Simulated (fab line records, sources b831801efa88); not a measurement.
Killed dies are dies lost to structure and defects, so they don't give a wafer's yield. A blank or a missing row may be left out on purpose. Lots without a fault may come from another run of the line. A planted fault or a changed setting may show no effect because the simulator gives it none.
Which tool did it? | flow sky130 | 13 lots, 39 wafers sampled, at 2 steps of a route of 708

WHAT THE GAUGES READ, wafer by wafer
SKY_FIELD_ISO_THK_MEAS_23. Usual: FIELD_ISO_OXIDATION_01_THK 10.01 nm, standard deviation 0.18.
lot  | measured    | on            | FIELD_ISO_OXIDATION_01_THK (nm) | flag
L570 | day 2 11:03 | film_metro-01 | 9.80 9.81 9.90                  |
L571 | day 2 12:15 | film_metro-04 | 9.80 9.83 9.79                  |
L572 | day 2 17:19 | film_metro-02 | 10.38 9.99 10.17                |
L574 | day 3 05:12 | film_metro-01 | 10.15 9.96 10.07                |
L579 | day 4 06:50 | film_metro-01 | 10.41 10.37 10.27               |
L580 | day 4 06:51 | film_metro-02 | 9.96 9.88 9.90                  |
L581 | day 4 14:34 | film_metro-02 | 10.23 10.26 10.27               |
L582 | day 4 20:50 | film_metro-04 | 9.95 9.94 10.06                 |
L583 | day 5 03:23 | film_metro-04 | 9.66 9.70 9.38                  |
L587 | day 6 00:14 | film_metro-02 | 10.06 9.98 9.89                 |
L588 | day 6 04:47 | film_metro-01 | 10.10 10.04 10.04               |
L589 | day 6 09:00 | film_metro-04 | 9.88 10.02 10.05                |
L592 | day 7 02:43 | film_metro-02 | 10.01 10.15 10.16               |

SKY_NWELL_THK_MEAS_02. Usual: NWELL_OXIDATION_THK 10.05 nm, standard deviation 0.18.
lot  | measured    | on            | NWELL_OXIDATION_THK (nm) | flag
L570 | day 2 16:37 | film_metro-04 | 10.15 10.03 9.99         |
L571 | day 2 18:42 | film_metro-03 | 10.24 10.22 10.25        |
L572 | day 3 01:39 | film_metro-02 | 10.21 9.98 10.11         |
L574 | day 3 10:37 | film_metro-03 | 9.86 10.09 10.03         |
L579 | day 4 13:23 | film_metro-03 | 10.07 10.10 10.00        |
L580 | day 4 13:23 | film_metro-02 | 10.32 10.28 10.16        |
L581 | day 4 18:33 | film_metro-03 | 9.97 9.98 10.00          |
L582 | day 5 01:13 | film_metro-04 | 9.75 9.79 9.70           |
L583 | day 5 07:26 | film_metro-02 | 10.26 10.21 10.43        |
L587 | day 6 05:26 | film_metro-04 | 9.90 9.95 9.91           |
L588 | day 6 10:13 | film_metro-04 | 10.10 10.04 9.82         |
L589 | day 6 16:01 | film_metro-02 | 9.73 9.54 9.79           |
L592 | day 7 09:02 | film_metro-03 | 10.20 10.06 9.99         |

WHICH TOOL RAN EACH LOT (tool, then ch and the chambers of the sampled wafers, then the start)
The record holds no process step before these readings.

WHAT THE TOOLS THEMSELVES READ (means of the sampled wafers that have a number; where no wafer has one, the mark that the record gives instead)
The record holds no such reading with a usual standard deviation.

THE ANSWER, worked out from the rows above alone
Rule: a lot is off if the mean of its wafers that have a number lies more than 3 standard deviations from the usual mean. A lot without any number at a reading at which 4 lots or more have one is off too. The other lots that the step has rows for count as sound. The gauges are gone through in route order, then the tools' own readings, and for those a lot's mean is taken as printed above. The first step at which some lot is off is used, and at that step the reading that is off furthest; a lot without a number counts as furthest.
No lot is off at any reading shown: from this, nothing can be told.

WHAT THE SIMULATOR HAD PUT IN
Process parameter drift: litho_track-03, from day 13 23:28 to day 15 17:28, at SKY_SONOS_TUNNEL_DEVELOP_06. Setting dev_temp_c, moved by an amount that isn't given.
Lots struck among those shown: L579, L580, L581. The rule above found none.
